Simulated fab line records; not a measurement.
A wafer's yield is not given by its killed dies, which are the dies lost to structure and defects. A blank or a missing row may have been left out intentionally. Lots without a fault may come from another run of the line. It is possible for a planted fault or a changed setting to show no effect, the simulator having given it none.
Struck lot and sound lot, side by side	flow gf180mcu	15 out of 602 route steps
Sound: wafers L772.1, L772.4, L772.5. Struck: wafers L781.1, L781.3, L781.5. At the end, the cause is stated.
Each step with rows lists, per side, the tool, then ch with its chambers, then its first start. Under that, the readings that differ: sound wafers	struck wafers	difference of the means	sigmas: that difference in standard deviations of wafers without a fault.
alike: words and numbers the same on both sides, and readings whose means are apart by under 2 such deviations; not compared: readings that were withheld, readings missing a value for some wafer, numbers with overlapping values and no deviation given by the record, and bounds like >300 which may hide the same value.
The two part at a step that has a row with sigmas, a row that says differs or no value, or rows on one side only. Numbers that don't overlap but have no deviation are shown without sigmas and don't part them. A reading that every wafer of one side lacks parts them only if that side has two wafers or more.

first, 3 steps without rows for these wafers: GF_V3_EXPOSE_11 (exposes mask Via3, target cd 260 nm); GF_V3_PEB_12 (peb time 90 s); GF_V3_DEVELOP_13 (develop time 60 s).
GF_V3_CD_MEAS_14: target cd 260 nm.
  struck on cd sem-02, day 27 23:45; sound on cd sem-01, day 25 06:38
  alike: cd nm
GF_V3_OVL_MEAS_15:
  struck on overlay-02, day 27 23:52; sound on overlay-01, day 25 06:46
  alike: V3_OVL
GF_V3_ETCH_16: etches BARC in N2/H2.
  sound on rie diel-04 ch 0,2, day 25 06:48; struck on rie diel-02 ch 1,2,3, day 27 23:54
  alike: drypump motor current A, oes product au, throttle valve pct
GF_V3_ETCH_17: etches SiO2 in C4F8/O2/Ar, stops on TiN, target depth 635 nm.
  sound on rie diel-04 ch 0,2; struck on rie diel-02 ch 1,2,3
  alike: oes product au
GF_V3_STRIP_18: strips in O2/N2.
  sound on plasma asher-01 ch 0, day 25 06:56; struck on plasma asher-04 ch 0,1, day 28 00:02
  alike: drypump motor current A, heater power w, oes product au
  not compared: rf hours counter h
then, 2 steps without rows for these wafers: GF_V3_STRIP_19 (strips in post etch residue remover, time 1200 s); GF_V3_CLEAN_20 (cleans in DIW).
GF_V3_SPUTTER_21: material Ti, target thk 15 nm, time 80.02 s.
  struck on pvd sputter-04, day 28 00:34; sound on pvd sputter-01, day 25 07:28
reading	sound	struck	difference	sigmas
throttle valve pct (%)	32.1 30.4 32.1	28.5 28.1 28.7	-3.1	-3
  alike: cathode dc power W
GF_V3_SPUTTER_22: material TiN, target thk 10 nm, time 40 s.
  struck on pvd sputter-04, day 28 00:38; sound on pvd sputter-01, day 25 07:32
reading	sound	struck	difference	sigmas
throttle valve pct (%)	32.1 30.6 31.9	28.6 28.2 28.5	-3.1	-3
  alike: cathode dc power W
GF_V3_CVD_23: deposits W, target thk 350 nm, time 104.9 s.
  sound on cvd w-02 ch 1, day 25 07:34; struck on cvd w-02 ch 0,1, day 28 00:40
reading	sound	struck	difference	sigmas
model.W_of_V3_CVD_23.thk nm (nm)	355 349.4 354.7	669 677.7 674.4	+321	
  alike: heater power outer w, heater power w
  not compared: since wet clean h
GF_V3_RS_MEAS_24: a four-point-probe measurement.
  struck on film metro-04, day 28 01:04; sound on film metro-04, day 25 07:41
reading	sound	struck	difference	sigmas
V3_W_RS (ohm/sq)	0.322 0.328 0.323	0.171 0.169 0.169	-0.155	-37
  not compared: hold
GF_PASSIVATION_PROBE_99:
  rows exist in the record for the sound wafers here (prober-02, day 31 15:43), none for the struck ones

## WHERE THEY PART
Last at GF_PASSIVATION_PROBE_99 as far as this record goes, first at GF_V3_SPUTTER_21.

WHY: whatever the simulator had introduced
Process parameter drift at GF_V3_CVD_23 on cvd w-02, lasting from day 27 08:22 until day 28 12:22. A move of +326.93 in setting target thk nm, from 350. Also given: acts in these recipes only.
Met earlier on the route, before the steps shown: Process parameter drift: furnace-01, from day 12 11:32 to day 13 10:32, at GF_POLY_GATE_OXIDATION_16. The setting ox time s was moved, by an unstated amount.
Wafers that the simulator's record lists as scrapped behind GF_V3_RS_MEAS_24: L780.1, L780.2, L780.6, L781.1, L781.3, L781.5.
